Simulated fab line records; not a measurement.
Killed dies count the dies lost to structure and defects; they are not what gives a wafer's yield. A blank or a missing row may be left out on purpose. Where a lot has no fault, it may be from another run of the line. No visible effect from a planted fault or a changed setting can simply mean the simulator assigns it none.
Matching of chambers || flow gf180mcu || pecvd-02 running GF_V3_CVD_02: 3 sister chambers
The step deposits SiO2 from TEOS, target thk 850 nm, time 94.851 s. 3 wafers are shown with their chamber, then 8 later ones without.

EACH WAFER AND ITS CHAMBER
{"wafer": "L082.1", "chamber": 1, "heater-power-w (W)": 763}
{"wafer": "L088.5", "chamber": 0, "heater-power-w (W)": 742}
{"wafer": "L089.2", "chamber": 2, "heater-power-w (W)": 665}

WAFERS WHOSE CHAMBER IS MISSING
{"wafer": "L089.4", "heater-power-w (W)": 744}
{"wafer": "L089.5", "heater-power-w (W)": 718}
{"wafer": "L095.1", "heater-power-w (W)": 611}
{"wafer": "L095.3", "heater-power-w (W)": 683}
{"wafer": "L095.6", "heater-power-w (W)": 686}
{"wafer": "L096.2", "heater-power-w (W)": 675}
{"wafer": "L096.3", "heater-power-w (W)": 676}
{"wafer": "L096.6", "heater-power-w (W)": 747}

EACH ONE'S CHAMBER
{"wafer": "L089.4", "from the rows above": "can't be placed: 0 or 1", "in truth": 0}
{"wafer": "L089.5", "from the rows above": "can't be placed: 0 or 1 or 2", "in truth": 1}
{"wafer": "L095.1", "from the rows above": 2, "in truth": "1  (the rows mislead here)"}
{"wafer": "L095.3", "from the rows above": "can't be placed: 2 or 0", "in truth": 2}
{"wafer": "L095.6", "from the rows above": "can't be placed: 2 or 0", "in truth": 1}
{"wafer": "L096.2", "from the rows above": 2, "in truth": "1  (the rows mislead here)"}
{"wafer": "L096.3", "from the rows above": 2, "in truth": 2}
{"wafer": "L096.6", "from the rows above": "can't be placed: 0 or 1", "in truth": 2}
Placed correctly: 1 of 8. Can't be placed from these rows: 5 (the true chamber is among the candidates in 3). Number placed wrongly: 2.
How it was worked out, from the rows above alone: a wafer's distance from a chamber is the root of the sum, over the readings, of the square of ((its reading less the chamber's mean) divided by the reading's scatter). If the next closest chamber is less than 2 further off than the closest, the wafer can't be placed; otherwise it belongs to the closest. Each chamber's mean is taken over the wafers shown for it. The scatter: root of mean squared gap, hidden wafer to nearest shown wafer, with one shown wafer a chamber.
